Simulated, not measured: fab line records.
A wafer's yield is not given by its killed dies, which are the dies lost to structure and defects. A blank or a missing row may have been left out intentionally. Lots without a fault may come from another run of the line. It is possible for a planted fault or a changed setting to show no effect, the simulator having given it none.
Which tool did it? || flow sky130 || 13 lots with 39 wafers sampled at 4 steps, on a route of 708 steps

== WHAT EACH GAUGE READ, for each wafer ==
SKY_SD_N_TW_MEAS_12. Usual: SD_N_TW 3974, standard deviation 19.
{"lot": "L193", "measured": "day 27 19:55", "on": "film metro-02", "SD_N_TW": "3988 3993 3961", "flag": ""}
{"lot": "L194", "measured": "day 27 23:17", "on": "film metro-01", "SD_N_TW": "4000 3958 3969", "flag": ""}
{"lot": "L195", "measured": "day 28 11:58", "on": "film metro-03", "SD_N_TW": "3973 3966 3967", "flag": ""}
{"lot": "L196", "measured": "day 28 22:09", "on": "film metro-03", "SD_N_TW": "3976 3970 3977", "flag": ""}
{"lot": "L198", "measured": "day 30 01:06", "on": "film metro-03", "SD_N_TW": "3963 3957 3965", "flag": ""}
{"lot": "L200", "measured": "day 30 13:47", "on": "film metro-01", "SD_N_TW": "3979 4000 3983", "flag": ""}
{"lot": "L201", "measured": "day 30 22:03", "on": "film metro-02", "SD_N_TW": "3979 3979 3971", "flag": ""}
{"lot": "L202", "measured": "day 31 01:36", "on": "film metro-02", "SD_N_TW": "3960 3971 3973", "flag": ""}
{"lot": "L206", "measured": "day 32 09:49", "on": "film metro-02", "SD_N_TW": "3991 3946 3997", "flag": ""}
{"lot": "L208", "measured": "day 33 02:07", "on": "film metro-01", "SD_N_TW": "4029 3977 3999", "flag": ""}
{"lot": "L209", "measured": "day 33 09:49", "on": "film metro-02", "SD_N_TW": "3949 3958 3953", "flag": ""}
{"lot": "L215", "measured": "day 34 23:59", "on": "film metro-03", "SD_N_TW": "3990 3986 3970", "flag": ""}
{"lot": "L216", "measured": "day 35 12:44", "on": "film metro-01", "SD_N_TW": "4005 3988 4005", "flag": ""}

SKY_SD_N_RS_MEAS_16: measurement is done with a four-point probe. Usual: SD_N_RS 68.47 ohm/sq, standard deviation 0.13.
{"lot": "L193", "measured": "day 27 20:33", "on": "film metro-03", "SD_N_RS (ohm/sq)": "68.62 68.68 68.53", "flag": ""}
{"lot": "L194", "measured": "day 27 23:35", "on": "film metro-03", "SD_N_RS (ohm/sq)": "68.54 68.70 68.49", "flag": ""}
{"lot": "L195", "measured": "day 28 12:14", "on": "film metro-02", "SD_N_RS (ohm/sq)": "68.47 68.37 68.40", "flag": ""}
{"lot": "L196", "measured": "day 28 22:28", "on": "film metro-02", "SD_N_RS (ohm/sq)": "68.47 68.52 68.54", "flag": ""}
{"lot": "L198", "measured": "day 30 01:23", "on": "film metro-01", "SD_N_RS (ohm/sq)": "68.64 68.54 68.54", "flag": ""}
{"lot": "L200", "measured": "day 30 14:05", "on": "film metro-02", "SD_N_RS (ohm/sq)": "68.43 68.48 68.27", "flag": ""}
{"lot": "L201", "measured": "day 30 22:20", "on": "film metro-03", "SD_N_RS (ohm/sq)": "68.48 68.54 68.55", "flag": ""}
{"lot": "L202", "measured": "day 31 01:53", "on": "film metro-03", "SD_N_RS (ohm/sq)": "68.78 68.68 68.63", "flag": ""}
{"lot": "L206", "measured": "day 32 10:08", "on": "film metro-03", "SD_N_RS (ohm/sq)": "52.52 52.54 52.67 52.63 52.64 52.65", "flag": "OFF"}
{"lot": "L208", "measured": "day 33 02:27", "on": "film metro-01", "SD_N_RS (ohm/sq)": "52.53 52.57 52.68 52.50 52.58 52.60", "flag": "OFF"}
{"lot": "L209", "measured": "day 33 10:10", "on": "film metro-03", "SD_N_RS (ohm/sq)": "68.54 68.53 68.63", "flag": ""}
{"lot": "L215", "measured": "day 35 00:16", "on": "film metro-02", "SD_N_RS (ohm/sq)": "68.40 68.31 68.22", "flag": ""}
{"lot": "L216", "measured": "day 35 13:01", "on": "film metro-02", "SD_N_RS (ohm/sq)": "68.35 68.42 68.42", "flag": ""}

SKY_SD_N_RS_MEAS_18: measurement is done with a four-point probe. Usual: RES_XHIGH_RS 332.9 ohm/sq, standard deviation 1.2.
{"lot": "L193", "measured": "day 27 20:47", "on": "film metro-03", "RES_XHIGH_RS (ohm/sq)": "331.1 329.9 331.9", "flag": ""}
{"lot": "L194", "measured": "day 27 23:50", "on": "film metro-03", "RES_XHIGH_RS (ohm/sq)": "333.6 334.8 333.1", "flag": ""}
{"lot": "L195", "measured": "day 28 12:29", "on": "film metro-02", "RES_XHIGH_RS (ohm/sq)": "332.7 333.2 333.3", "flag": ""}
{"lot": "L196", "measured": "day 28 22:43", "on": "film metro-02", "RES_XHIGH_RS (ohm/sq)": "332.2 331.0 332.4", "flag": ""}
{"lot": "L198", "measured": "day 30 01:38", "on": "film metro-01", "RES_XHIGH_RS (ohm/sq)": "335.6 334.4 333.9", "flag": ""}
{"lot": "L200", "measured": "day 30 14:19", "on": "film metro-02", "RES_XHIGH_RS (ohm/sq)": "333.0 334.6 333.6", "flag": ""}
{"lot": "L201", "measured": "day 30 22:35", "on": "film metro-03", "RES_XHIGH_RS (ohm/sq)": "332.8 332.7 333.7", "flag": ""}
{"lot": "L202", "measured": "day 31 02:08", "on": "film metro-03", "RES_XHIGH_RS (ohm/sq)": "332.3 332.0 332.4", "flag": ""}
{"lot": "L209", "measured": "day 33 10:25", "on": "film metro-03", "RES_XHIGH_RS (ohm/sq)": "335.2 334.6 334.5", "flag": ""}
{"lot": "L215", "measured": "day 35 00:31", "on": "film metro-02", "RES_XHIGH_RS (ohm/sq)": "331.4 333.0 331.6", "flag": ""}
{"lot": "L216", "measured": "day 35 13:16", "on": "film metro-02", "RES_XHIGH_RS (ohm/sq)": "330.2 331.3 332.1", "flag": ""}

== TOOL THAT RAN EACH LOT (tool first, then ch and the chambers of the sampled wafers, then the start) ==
{"lot": "L193", "SKY_SD_N_RTA_14": "rtp anneal-02 ch 0, day 27 20:23"}
{"lot": "L194", "SKY_SD_N_RTA_14": "rtp anneal-01 ch 0, day 27 23:23"}
{"lot": "L195", "SKY_SD_N_RTA_14": "rtp anneal-02 ch 0, day 28 12:04"}
{"lot": "L196", "SKY_SD_N_RTA_14": "rtp anneal-01 ch 0, day 28 22:16"}
{"lot": "L198", "SKY_SD_N_RTA_14": "rtp anneal-01 ch 0, day 30 01:13"}
{"lot": "L200", "SKY_SD_N_RTA_14": "rtp anneal-01 ch 0, day 30 13:55"}
{"lot": "L201", "SKY_SD_N_RTA_14": "rtp anneal-02 ch 0, day 30 22:10"}
{"lot": "L202", "SKY_SD_N_RTA_14": "rtp anneal-01 ch 0, day 31 01:43"}
{"lot": "L206", "SKY_SD_N_RTA_14": "rtp anneal-01 ch 0, day 32 09:55"}
{"lot": "L208", "SKY_SD_N_RTA_14": "rtp anneal-01 ch 0, day 33 02:17"}
{"lot": "L209", "SKY_SD_N_RTA_14": "rtp anneal-02 ch 0, day 33 09:59"}
{"lot": "L215", "SKY_SD_N_RTA_14": "rtp anneal-02 ch 0, day 35 00:05"}
{"lot": "L216", "SKY_SD_N_RTA_14": "rtp anneal-01 ch 0, day 35 12:50"}
- SKY_SD_N_RTA_14: time 2 s.

== AS READ BY THE TOOLS THEMSELVES (means over the sampled wafers that have a number; for cases with no such wafer, the mark the record gives instead) ==
SKY_SD_N_RTA_14. Usual: lamp power pct 15.74 %, standard deviation 0.055; wafer_temp_C_max 1078.0, standard deviation 1.2.
{"lot": "L193", "tool": "rtp anneal-02", "lamp power pct (%)": 15.80, "wafer_temp_C_max": 1079.0, "flag": ""}
{"lot": "L194", "tool": "rtp anneal-01", "lamp power pct (%)": 15.71, "wafer_temp_C_max": 1078.2, "flag": ""}
{"lot": "L195", "tool": "rtp anneal-02", "lamp power pct (%)": 15.71, "wafer_temp_C_max": 1077.0, "flag": ""}
{"lot": "L196", "tool": "rtp anneal-01", "lamp power pct (%)": 15.72, "wafer_temp_C_max": 1079.5, "flag": ""}
{"lot": "L198", "tool": "rtp anneal-01", "lamp power pct (%)": 15.76, "wafer_temp_C_max": 1077.3, "flag": ""}
{"lot": "L200", "tool": "rtp anneal-01", "lamp power pct (%)": 15.81, "wafer_temp_C_max": 1077.7, "flag": ""}
{"lot": "L201", "tool": "rtp anneal-02", "lamp power pct (%)": 15.73, "wafer_temp_C_max": 1077.7, "flag": ""}
{"lot": "L202", "tool": "rtp anneal-01", "lamp power pct (%)": 15.68, "wafer_temp_C_max": 1077.8, "flag": ""}
{"lot": "L206", "tool": "rtp anneal-01", "lamp power pct (%)": 15.73, "wafer_temp_C_max": 1077.3, "flag": ""}
{"lot": "L208", "tool": "rtp anneal-01", "lamp power pct (%)": 15.75, "wafer_temp_C_max": 1079.1, "flag": ""}
{"lot": "L209", "tool": "rtp anneal-02", "lamp power pct (%)": 15.71, "wafer_temp_C_max": 1078.4, "flag": ""}
{"lot": "L215", "tool": "rtp anneal-02", "lamp power pct (%)": 15.74, "wafer_temp_C_max": 1078.3, "flag": ""}
{"lot": "L216", "tool": "rtp anneal-01", "lamp power pct (%)": 15.75, "wafer_temp_C_max": 1079.0, "flag": ""}

== THE ANSWER, worked out from the rows above alone ==
Rule: a lot is off if the mean of its wafers that have a number lies more than 3 standard deviations from the usual mean. A lot without any number at a reading at which 4 lots or more have one is off too. Where the step has rows for the other lots, those lots are counted as sound. Order of review: gauges by route order, followed by the tools' own readings, for which a lot's mean as printed above is used. At the first step where some lot is off, the reading lying furthest off is the one used; lots without a number count as furthest.
Off: at SKY_SD_N_RS_MEAS_16 (SD_N_RS), L206, L208.
A tool fits if, at a process step before that reading, it ran every lot that is off, and no sound lot after the first of them. The gauges at SKY_SD_N_RS_MEAS_16 are tried like those tools. None of those tried fits.

== WHAT THE SIMULATOR HAD INSERTED ==
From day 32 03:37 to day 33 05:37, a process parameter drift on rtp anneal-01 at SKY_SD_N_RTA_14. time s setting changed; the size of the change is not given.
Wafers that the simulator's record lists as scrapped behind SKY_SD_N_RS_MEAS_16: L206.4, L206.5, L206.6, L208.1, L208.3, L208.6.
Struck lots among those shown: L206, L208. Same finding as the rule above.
